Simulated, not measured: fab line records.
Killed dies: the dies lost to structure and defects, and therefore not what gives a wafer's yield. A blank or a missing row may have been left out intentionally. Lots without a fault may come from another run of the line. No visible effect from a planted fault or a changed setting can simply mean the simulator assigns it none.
Which of the tools did it? | flow sky130 | at 1 step of a route of 708, 6 lots with 18 wafers sampled

WHAT THE GAUGES SHOWED, per wafer
SKY_VIA4_RS_MEAS_19: measurement is done with a four-point probe.
lot  | measured     | on            | VIA4_W_RS (ohm/sq)
L677 | day 43 18:00 | film_metro-01 | 0.2247 0.2265 0.2247
L680 | day 44 04:16 | film_metro-03 | 0.2268 0.2256 0.2271
L682 | day 45 01:01 | film_metro-03 | 0.2288 0.2317 0.2310
L684 | day 45 09:29 | film_metro-01 | 0.2250 0.2234 0.2221
L685 | day 45 20:02 | film_metro-02 | 0.2279 0.2290 0.2293
L694 | day 47 16:46 | film_metro-03 | 0.2281 0.2236 0.2253

WHICH TOOL RAN EACH LOT (tool, then ch and the chambers of the sampled wafers, then the start)
No process step before these readings appears in the record.

THE ANSWER, worked out from the rows above alone
Rule: the usual values come from the lots themselves. The widest of any qualifying gaps counts: lots, ordered by their means at a reading, are off when they make up no more than a third of the lots, leave a main group of 4 or more, and stand apart from it by 3 or more times the standard deviation of that group's means. Not used: any main group whose means are identical at the precision the tables above print for the reading. A lot without any number at a reading at which 4 lots or more have one is off too. Any other lot the step has rows for is counted as sound.
Across all readings shown, no lot is off: no conclusion can be drawn from this.

WHAT WAS PUT IN BY THE SIMULATOR
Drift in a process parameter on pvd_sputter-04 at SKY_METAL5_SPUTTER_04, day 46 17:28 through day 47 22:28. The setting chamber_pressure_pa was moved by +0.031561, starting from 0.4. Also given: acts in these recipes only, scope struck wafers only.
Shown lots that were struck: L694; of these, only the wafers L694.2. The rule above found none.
